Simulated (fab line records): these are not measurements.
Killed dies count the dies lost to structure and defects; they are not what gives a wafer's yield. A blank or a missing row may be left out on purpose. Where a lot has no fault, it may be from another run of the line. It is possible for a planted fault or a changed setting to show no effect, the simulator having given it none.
fab line records	flow sky130
record lots=15	wafers=42	lastDay=50
route steps=708 shown VT_ADJUST_LVTN@104 VT_ADJUST_HVTR@139 RES_PROTECT@209 LDD_P@263 PAD_OPEN@708
lots untouched by any fault: they come from a run of this same line in which no faults occurred
startH: start of the lot's first displayed wafer, in hours after the record's first day	waitH: hours since the lot's step before	" the same as in the row above	L1.1+2: one row covering several wafers at once	- no value present, or no start provided	* or withheld: withheld	< > ~ a bound
route shown NAME@n: names a module that has steps shown in the file, with the first one's number in the route	usual: mean/standard deviation taken from wafers without a fault	same: alike in all rows	chamber/n: place in a boat	sites: readings site by site	_std_site: the values' standard deviation	_edge_site: inner sites' mean taken away from outer sites' mean	radiusMm: for every site, how far away it sits from the centre of the wafer	mask NAME#n: copy n	behind: tool/chamber where the wafer was last shaped	hold: reason for holding the lot/hours on hold/outcome of the hold	device: names the non-switching transistor (n, p or np)	end of line: tests run on the same wafers once the route is complete	for a step that has no rows: nothing shown but its recipe	killed: dies lost to structure and defects at the first sort, not the wafer's yield	map: per-die view of a wafer (x killed, . not killed, _ where there is no die)
set.NAME: the setting that was run; set.NAME@STEP: the one run at that earlier step	model.NAME: the simulator's own value behind a step, which no gauge read
a sample of lots followed through the steps of the route, with each step as a table and each wafer as a row
## steps
# step SKY_VT_ADJUST_LVTN_OVL_MEAS_07
# usual VT_ADJUST_LVTN_OVL=-0.1/1.5
lot.wafer	tool	chamber	startH	waitH	VT_ADJUST_LVTN_OVL[nm]
L288.2	overlay-01	-	141.37	-	3.2
L288.5	"	-	"	"	1.7
L288.6	"	-	"	"	3.0
L289.1	overlay-02	-	148.25	-	1.7
L289.3	"	-	"	"	-0.8
L289.4	"	-	"	"	0.7
L290.3	overlay-01	-	152.87	-	-1.7
L290.4	"	-	"	"	0.6
L290.5	"	-	"	"	0.1
L291.4	overlay-01	-	157.12	-	0.1
L291.5	"	-	"	"	0.9
L291.6	"	-	"	"	-0.3
L292.4	overlay-01	-	168.93	-	3.0
L292.5	"	-	"	"	0.1
L292.6	"	-	"	"	-0.8
L298.1	overlay-02	-	210.05	-	-0.1
L298.3	"	-	"	"	-1.6
L300.1	overlay-02	-	225.10	-	-1.3
L300.3	"	-	"	"	-2.1
L301.2	overlay-01	-	235.16	-	-0.8
L301.4	"	-	"	"	-1.5
L302.1	overlay-02	-	236.20	-	1.9
L302.3	"	-	"	"	2.9
L302.5	"	-	"	"	2.2
L303.3	overlay-01	-	241.87	-	0.9
L303.5	"	-	"	"	1.5
L303.6	"	-	"	"	0.6
L304.3	overlay-02	-	249.72	-	0.5
L304.4	"	-	"	"	0.5
L304.6	"	-	"	"	1.3
L306.1	overlay-01	-	258.70	-	-0.9
L306.5	"	-	"	"	-0.6
L306.6	"	-	"	"	-0.3
L309.2	overlay-01	-	276.02	-	-0.6
L309.4	"	-	"	"	-1.0
L309.6	"	-	"	"	-0.5
L310.1	overlay-02	-	284.01	-	-2.1
L310.3	"	-	"	"	-3.0
L310.4	"	-	"	"	-1.7
L311.1	overlay-02	-	292.40	-	0.3
L311.3	"	-	"	"	-0.7
L311.5	"	-	"	"	0.8
# step SKY_VT_ADJUST_HVTR_OVL_MEAS_08
# usual VT_ADJUST_HVTR_OVL=0.5/1.4
lot.wafer	tool	chamber	startH	waitH	VT_ADJUST_HVTR_OVL[nm]
L288.2	overlay-02	-	203.64	0.1	-0.2
L288.5	"	-	"	"	-2.8
L288.6	"	-	"	"	-2.1
L289.1	overlay-01	-	210.74	0.1	-0.2
L289.3	"	-	"	"	-1.1
L289.4	"	-	"	"	0.5
L290.3	overlay-02	-	216.04	0.1	-1.1
L290.4	"	-	"	"	-0.2
L290.5	"	-	"	"	1.5
L291.4	overlay-02	-	220.95	0.1	0.4
L291.5	"	-	"	"	-0.3
L291.6	"	-	"	"	-1.6
L292.4	overlay-02	-	232.96	0.1	1.1
L292.5	"	-	"	"	0.6
L292.6	"	-	"	"	0.0
L298.1	overlay-02	-	280.43	0.1	-1.1
L298.3	"	-	"	"	-1.7
L300.1	overlay-02	-	298.18	0.1	0.0
L300.3	"	-	"	"	-1.1
L301.2	overlay-02	-	307.75	0.1	-0.1
L301.4	"	-	"	"	0.2
L302.1	overlay-02	-	310.33	0.1	1.5
L302.3	"	-	"	"	1.2
L302.5	"	-	"	"	0.1
L303.3	overlay-01	-	316.79	0.1	3.4
L303.5	"	-	"	"	2.9
L303.6	"	-	"	"	2.3
L304.3	overlay-01	-	326.74	0.1	-1.1
L304.4	"	-	"	"	-1.2
L304.6	"	-	"	"	0.5
L306.1	overlay-01	-	335.03	0.1	1.1
L306.5	"	-	"	"	1.2
L306.6	"	-	"	"	2.2
L309.2	overlay-02	-	355.73	0.1	1.5
L309.4	"	-	"	"	-0.3
L309.6	"	-	"	"	0.0
L310.1	overlay-02	-	363.74	0.1	-0.7
L310.3	"	-	"	"	-2.0
L310.4	"	-	"	"	-1.7
L311.1	overlay-02	-	374.18	0.1	-0.8
L311.3	"	-	"	"	-0.3
L311.5	"	-	"	"	0.0
# step SKY_RES_PROTECT_SOFTBAKE_03
# recipe tempC=90	timeS=60	resist=NOVOLAK
# usual heaterPowerTotalW=56.60/0.042	runLengthS=88.99/0.12
lot.wafer	tool	chamber	startH	waitH	heaterPowerTotalW	runLengthS
L288.2	lithoTrack-02	0	323.93	0.1	56.61	88.92
L288.5	"	0	"	"	56.65	88.94
L288.6	"	0	"	"	56.61	88.93
L289.1	lithoTrack-02	0	334.55	0.1	56.61	88.92
L289.3	"	0	"	"	56.63	88.93
L289.4	"	0	"	"	56.65	89.11
L290.3	lithoTrack-03	0	341.02	0.1	56.66	88.89
L290.4	"	0	"	"	56.56	89.18
L290.5	"	0	"	"	56.57	88.82
L291.4	lithoTrack-02	0	345.33	0.1	56.49	89.19
L291.5	"	0	"	"	56.56	89.17
L291.6	"	0	"	"	56.59	89.09
L292.4	lithoTrack-02	0	358.78	0.1	56.61	89.01
L292.5	"	0	"	"	56.58	89.01
L292.6	"	0	"	"	56.63	89.11
L298.1	lithoTrack-02	0	415.75	0.1	58.82	82.78
L298.3	"	0	"	"	56.66	89.01
L300.1	lithoTrack-02	0	434.60	0.1	58.94	82.63
L300.3	"	0	"	"	56.60	88.93
L301.2	lithoTrack-02	0	444.33	0.1	56.64	88.99
L301.4	"	0	"	"	58.80	82.54
L302.1	lithoTrack-03	0	451.92	0.1	56.58	88.95
L302.3	"	0	"	"	56.60	88.99
L302.5	"	0	"	"	56.62	89.04
L304.3	lithoTrack-03	0	474.02	0.1	56.67	88.98
L304.4	"	0	"	"	56.61	88.96
L304.6	"	0	"	"	56.58	88.96
L303.3	lithoTrack-04	0	475.85	0.1	56.58	88.98
L303.5	"	0	"	"	56.59	88.86
L303.6	"	0	"	"	56.57	89.01
L306.1	lithoTrack-04	0	480.20	0.1	56.55	88.83
L306.5	"	0	"	"	56.63	88.95
L306.6	"	0	"	"	56.66	89.03
L309.2	lithoTrack-04	0	501.03	0.1	56.56	88.97
L309.4	"	0	"	"	56.57	89.07
L309.6	"	0	"	"	56.61	89.01
L310.1	lithoTrack-04	0	519.60	0.1	56.56	88.85
L310.3	"	0	"	"	56.54	88.82
L310.4	"	0	"	"	56.58	88.90
L311.1	lithoTrack-04	0	521.40	0.1	56.50	88.83
L311.3	"	0	"	"	56.67	88.83
L311.5	"	0	"	"	56.56	89.20
# step SKY_LDD_P_OVL_MEAS_08
# usual LDD_P_OVL=-1.0/1.3
lot.wafer	tool	chamber	startH	waitH	LDD_P_OVL[nm]
L288.2	overlay-02	-	429.33	0.1	-3.5
L288.5	"	-	"	"	-3.2
L288.6	"	-	"	"	-3.7
L289.1	overlay-01	-	442.98	0.1	0.0
L289.3	"	-	"	"	0.2
L289.4	"	-	"	"	1.9
L290.3	overlay-02	-	451.25	0.1	-3.2
L290.4	"	-	"	"	-3.3
L290.5	"	-	"	"	-3.0
L291.4	overlay-01	-	456.01	0.1	-1.1
L291.5	"	-	"	"	-3.0
L291.6	"	-	"	"	-0.6
L292.4	overlay-02	-	484.30	0.1	-1.4
L292.5	"	-	"	"	-1.8
L292.6	"	-	"	"	-1.0
L298.1	overlay-02	-	527.57	0.1	0.4
L298.3	"	-	"	"	0.5
L300.1	overlay-02	-	546.64	0.1	0.3
L300.3	"	-	"	"	2.1
L301.2	overlay-02	-	556.78	0.1	-1.0
L301.4	"	-	"	"	-1.1
L302.1	overlay-02	-	563.13	0.1	-1.4
L302.3	"	-	"	"	-2.2
L302.5	"	-	"	"	-1.2
L304.3	overlay-02	-	582.94	0.1	-0.5
L304.4	"	-	"	"	-0.7
L304.6	"	-	"	"	-0.5
L303.3	overlay-01	-	586.59	0.1	1.0
L303.5	"	-	"	"	0.6
L303.6	"	-	"	"	0.1
L306.1	overlay-01	-	590.24	0.1	0.3
L306.5	"	-	"	"	1.7
L306.6	"	-	"	"	1.6
L309.2	overlay-01	-	609.53	0.1	-0.6
L309.4	"	-	"	"	-1.6
L309.6	"	-	"	"	0.1
L310.1	overlay-01	-	629.29	0.1	-0.5
L310.3	"	-	"	"	-1.3
L310.4	"	-	"	"	0.0
L311.1	overlay-02	-	632.32	0.1	-1.9
L311.3	"	-	"	"	-1.4
L311.5	"	-	"	"	-0.7
# step SKY_PAD_OPEN_PROBE_99
# usual killed_at_M0_to_M3=42/7.1	killed_at_M4_up=3.3/1.9	killedAtContacts=24/5	killedAtFrontEnd=15/4.7	killedAtOther=0.3/0.61	killedDies=86/9.6	killedOpen=47/7.5	killedShort=38/6.6
# same grossDies=492	killedAtBackSide=0
lot.wafer	tool	chamber	startH	waitH	killed_at_M0_to_M3	killed_at_M4_up	killedAtContacts	killedAtFrontEnd	killedAtOther	killedDies	killedOpen	killedShort
L292.4	prober-02	-	1110.78	0.2	51	3	27	17	2	100	48	52
L292.5	prober-02	-	1110.83	0.2	55	3	30	11	0	99	56	42
L292.6	prober-02	-	1110.88	0.2	50	4	28	22	1	105	64	37
L298.3	prober-02	-	1141.13	0.2	44	3	30	14	0	91	53	38
L300.1	prober-02	-	1151.02	0.1	44	5	27	13	0	89	43	46
L300.3	prober-02	-	1151.12	0.2	35	1	30	20	1	87	51	36
L301.2	prober-01	-	1157.10	0.1	37	3	18	15	0	73	38	34
L301.4	prober-01	-	1157.20	0.2	33	3	21	20	0	77	41	35
L303.3	prober-02	-	1175.87	0.2	54	3	16	18	0	91	49	41
L303.5	prober-02	-	1175.97	0.2	35	4	29	14	1	83	36	47
L303.6	prober-02	-	1176.02	0.2	38	1	25	26	0	90	49	41
# killed by level:class
L292.4 VIA1:geometricParticle:open=10 VIA3:geometricParticle:open=9 LI_CONTACT:geometricParticle:open=9 METAL2:geometricParticle:short=6 METAL1:geometricParticle:short=6 FIELD_ISO:geometricParticle:short=5 LI_CONTACT:geometricParticle:short=5 LOCAL_INTERCONNECT:geometricParticle:short=5
L292.5 VIA1:geometricParticle:open=16 CONTACT:geometricParticle:open=13 METAL2:geometricParticle:short=8 POLY_GATE:geometricParticle:short=7 LI_CONTACT:geometricParticle:open=6 VIA3:geometricParticle:open=6 LOCAL_INTERCONNECT:geometricParticle:short=5 VIA1:geometricParticle:short=5
L292.6 VIA1:geometricParticle:open=14 CONTACT:geometricParticle:open=10 VIA2:geometricParticle:open=9 VIA3:geometricParticle:open=9 LI_CONTACT:geometricParticle:open=8 POLY_GATE:geometricParticle:open=5 CONTACT:geometricParticle:short=5 VIA1:geometricParticle:short=5
L298.3 CONTACT:geometricParticle:open=12 VIA1:geometricParticle:open=12 LI_CONTACT:geometricParticle:open=8 METAL1:geometricParticle:short=8 FIELD_ISO:geometricParticle:open=7 VIA2:geometricParticle:open=6 CONTACT:geometricParticle:short=5 VIA1:geometricParticle:short=5
L300.1 CONTACT:geometricParticle:open=11 VIA1:geometricParticle:open=11 LI_CONTACT:geometricParticle:open=7 FIELD_ISO:geometricParticle:short=6 METAL2:geometricParticle:short=6 VIA3:geometricParticle:open=6 LOCAL_INTERCONNECT:geometricParticle:short=5 METAL1:geometricParticle:short=5
L300.3 CONTACT:geometricParticle:open=13 VIA2:geometricParticle:open=8 VIA1:geometricParticle:open=8 CONTACT:geometricParticle:short=7 FIELD_ISO:geometricParticle:open=6 SPACER:geometricParticle:open=5 LI_CONTACT:geometricParticle:open=5 POLY_GATE:geometricParticle:short=4
L301.2 METAL1:geometricParticle:short=9 LI_CONTACT:geometricParticle:open=8 VIA1:geometricParticle:open=8 VIA2:geometricParticle:open=7 CONTACT:geometricParticle:open=5 FIELD_ISO:geometricParticle:short=4 POLY_GATE:geometricParticle:open=4 FIELD_ISO:geometricParticle:open=3
L301.4 LI_CONTACT:geometricParticle:open=10 FIELD_ISO:geometricParticle:short=7 VIA2:geometricParticle:open=7 VIA1:geometricParticle:open=6 FIELD_ISO:geometricParticle:open=5 LI_CONTACT:geometricParticle:short=5 METAL1:geometricParticle:short=4 VIA1:geometricParticle:short=4
L303.3 VIA2:geometricParticle:open=11 FIELD_ISO:geometricParticle:open=8 VIA3:geometricParticle:open=8 METAL1:geometricParticle:short=7 METAL2:geometricParticle:short=6 VIA2:geometricParticle:short=5 LOCAL_INTERCONNECT:geometricParticle:short=4 CONTACT:geometricParticle:open=4
L303.5 LOCAL_INTERCONNECT:geometricParticle:short=9 CONTACT:geometricParticle:open=9 FIELD_ISO:geometricParticle:short=7 VIA1:geometricParticle:open=7 LI_CONTACT:geometricParticle:open=5 VIA2:geometricParticle:open=5 CONTACT:geometricParticle:short=5 METAL2:geometricParticle:short=5
L303.6 CONTACT:geometricParticle:open=11 VIA1:geometricParticle:open=10 FIELD_ISO:geometricParticle:short=7 FIELD_ISO:geometricParticle:open=5 LOCAL_INTERCONNECT:geometricParticle:short=5 METAL1:geometricParticle:short=5 VIA2:geometricParticle:open=5 POLY_GATE:geometricParticle:open=4
## key
firstSign step=SKY_RES_PROTECT_SOFTBAKE_03	reading=runLengthS	direction=down	sigmas=54	usual=*	struck=*
effect step=SKY_RES_PROTECT_SOFTBAKE_03	reading=heaterPowerTotalW	direction=up	sigmas=53	usual=*	struck=*
metAt SKY_RES_PROTECT_SOFTBAKE_03
struckLots L298,L300,L301
struckWafers L298.1,L300.1,L301.4
testerLeftOut L298,L300,L301
notActingAt SKY_VT_ADJUST_LVTN_OVL_MEAS_07,SKY_VT_ADJUST_HVTR_OVL_MEAS_08,SKY_LDD_P_OVL_MEAS_08
onsetBetween 358.78 415.75
fault kind=processParameterDrift	tool=lithoTrack-02	chamber=-	onsetH=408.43	steps=SKY_RES_PROTECT_SOFTBAKE_03	channel=timeS	offset=*	shape=step	endH=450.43	scope=struckWafersOnly	actsIn=*	stated=*
# testerLeftOut: of these lots the tester's yield and bins aren't shown, on N5 and GAA mostly nor the transistor test; their killed dies are dies lost to structure and defects alone, not to doping, threshold or leakage, so they don't give the yield
